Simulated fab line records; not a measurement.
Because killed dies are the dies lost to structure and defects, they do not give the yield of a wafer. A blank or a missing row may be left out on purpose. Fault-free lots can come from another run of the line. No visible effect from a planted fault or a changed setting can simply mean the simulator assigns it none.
Which tool is to blame? :: flow sfqLine :: 7 lots, 21 wafers sampled, at 6 steps of a route of 325

== WHAT EACH GAUGE READ, for each wafer ==
SFQ_I7_BOW_MEAS_946.
lot: L999
measured: day 75 23:22
on: filmMetro-02
I7_BOW (um): -20 -18 -16

lot: L101
measured: day 77 23:20
on: filmMetro-02
I7_BOW (um): 7 0 4

lot: L103
measured: day 84 18:17
on: filmMetro-02
I7_BOW (um): 26 27 20

lot: L107
measured: day 85 20:08
on: filmMetro-02
I7_BOW (um): 11 4 3

lot: L109
measured: day 85 23:10
on: filmMetro-02
I7_BOW (um): -11 -5 8

lot: L115
measured: day 87 02:10
on: filmMetro-04
I7_BOW (um): 15 8 -5

lot: L119
measured: day 88 15:51
on: filmMetro-02
I7_BOW (um): 15 23 16

== EACH LOT AND THE TOOL THAT RAN IT (in order: tool; ch and the chambers of the sampled wafers; start) ==
lot: L999
SFQ_TRILAYER_I1_VIA_STRIP_STRIP_053: rieMetal-02 ch 0, day 25 00:11
SFQ_TRILAYER_I2_DEP_PECVD_063: pecvd-03 ch 0,1, day 32 07:06
SFQ_TRILAYER_I3_CMP_CMP_082: cmp-02 ch 0,1,2, day 44 21:26
SFQ_TRILAYER_I3_METRO_MEASURE_083: filmMetro-01, day 44 23:57
SFQ_TRILAYER_I3_VIA_ETCH_VIA_ETCH_088: rieDiel-03 ch 0,1,3, day 49 17:43

lot: L101
SFQ_TRILAYER_I1_VIA_STRIP_STRIP_053: rieMetal-02 ch 0,1, day 25 03:23
SFQ_TRILAYER_I2_DEP_PECVD_063: pecvd-02 ch 1,2, day 32 11:54
SFQ_TRILAYER_I3_CMP_CMP_082: cmp-02 ch 1,2,3, day 44 23:26
SFQ_TRILAYER_I3_METRO_MEASURE_083: filmMetro-02, day 45 02:33
SFQ_TRILAYER_I3_VIA_ETCH_VIA_ETCH_088: rieDiel-04 ch 1,2,3, day 49 21:19

lot: L103
SFQ_TRILAYER_I1_VIA_STRIP_STRIP_053: rieMetal-04 ch 0,1, day 25 06:59
SFQ_TRILAYER_I2_DEP_PECVD_063: pecvd-01 ch 0,1, day 32 16:17
SFQ_TRILAYER_I3_CMP_CMP_082: cmp-02 ch 0,1,3, day 45 02:26
SFQ_TRILAYER_I3_METRO_MEASURE_083: filmMetro-02, day 45 05:33
SFQ_TRILAYER_I3_VIA_ETCH_VIA_ETCH_088: rieDiel-02 ch 0,1,3, day 50 03:27

lot: L107
SFQ_TRILAYER_I1_VIA_STRIP_STRIP_053: rieMetal-01 ch 0,1, day 25 14:11
SFQ_TRILAYER_I2_DEP_PECVD_063: pecvd-02 ch 0,1,2, day 32 22:42
SFQ_TRILAYER_I3_CMP_CMP_082: cmp-01 ch 0,1, day 45 10:38
SFQ_TRILAYER_I3_METRO_MEASURE_083: filmMetro-01, day 45 13:15
SFQ_TRILAYER_I3_VIA_ETCH_VIA_ETCH_088: rieDiel-03 ch 1,2, day 50 14:22

lot: L109
SFQ_TRILAYER_I1_VIA_STRIP_STRIP_053: rieMetal-02 ch 0, day 25 21:23
SFQ_TRILAYER_I2_DEP_PECVD_063: pecvd-01 ch 0,2, day 33 07:29
SFQ_TRILAYER_I3_CMP_CMP_082: cmp-02 ch 0,2,3, day 45 16:04
SFQ_TRILAYER_I3_METRO_MEASURE_083: filmMetro-04, day 45 19:23
SFQ_TRILAYER_I3_VIA_ETCH_VIA_ETCH_088: rieDiel-02 ch 0,1,3, day 50 20:22

lot: L115
SFQ_TRILAYER_I1_VIA_STRIP_STRIP_053: rieMetal-01 ch 0,1, day 26 21:30
SFQ_TRILAYER_I2_DEP_PECVD_063: pecvd-01 ch 0,1,2, day 33 15:53
SFQ_TRILAYER_I3_CMP_CMP_082: cmp-02 ch 0,2,3, day 46 01:04
SFQ_TRILAYER_I3_METRO_MEASURE_083: filmMetro-04, day 46 04:23
SFQ_TRILAYER_I3_VIA_ETCH_VIA_ETCH_088: rieDiel-02 ch 0,1,2, day 51 05:58

lot: L119
SFQ_TRILAYER_I1_VIA_STRIP_STRIP_053: rieMetal-04 ch 0,1, day 39 23:19
SFQ_TRILAYER_I2_DEP_PECVD_063: pecvd-02 ch 0,1, day 40 04:35
SFQ_TRILAYER_I3_CMP_CMP_082: cmp-02 ch 0,1,3, day 47 02:34
SFQ_TRILAYER_I3_METRO_MEASURE_083: filmMetro-02, day 47 05:23
SFQ_TRILAYER_I3_VIA_ETCH_VIA_ETCH_088: rieDiel-04 ch 0,1,2, day 52 04:54
- SFQ_TRILAYER_I1_VIA_STRIP_STRIP_053: strips in O2.
- SFQ_TRILAYER_I2_DEP_PECVD_063: deposits SiO2 from SiH4/N2O, time 111.11 s, target thk 500 nm.
- SFQ_TRILAYER_I3_CMP_CMP_082: polishes SiO2.
- SFQ_TRILAYER_I3_METRO_MEASURE_083
- SFQ_TRILAYER_I3_VIA_ETCH_VIA_ETCH_088: etches SiO2 in CHF3, stops on Nb, target depth 260 nm.

== THE ANSWER, worked out from the rows above alone ==
Rule: the lots themselves supply what counts as usual. The widest of any qualifying gaps counts: lots, ordered by their means at a reading, are off when they make up no more than a third of the lots, leave a main group of 4 or more, and stand apart from it by 3 or more times the standard deviation of that group's means. Not used: any main group whose means are identical at the precision the tables above print for the reading. Also off: a lot with no number at a reading for which 4 or more lots have one. All remaining lots with rows at the step are treated as sound.
Across all readings shown, no lot is off: no conclusion can be drawn from this.

== WHAT THE SIMULATOR PUT IN ==
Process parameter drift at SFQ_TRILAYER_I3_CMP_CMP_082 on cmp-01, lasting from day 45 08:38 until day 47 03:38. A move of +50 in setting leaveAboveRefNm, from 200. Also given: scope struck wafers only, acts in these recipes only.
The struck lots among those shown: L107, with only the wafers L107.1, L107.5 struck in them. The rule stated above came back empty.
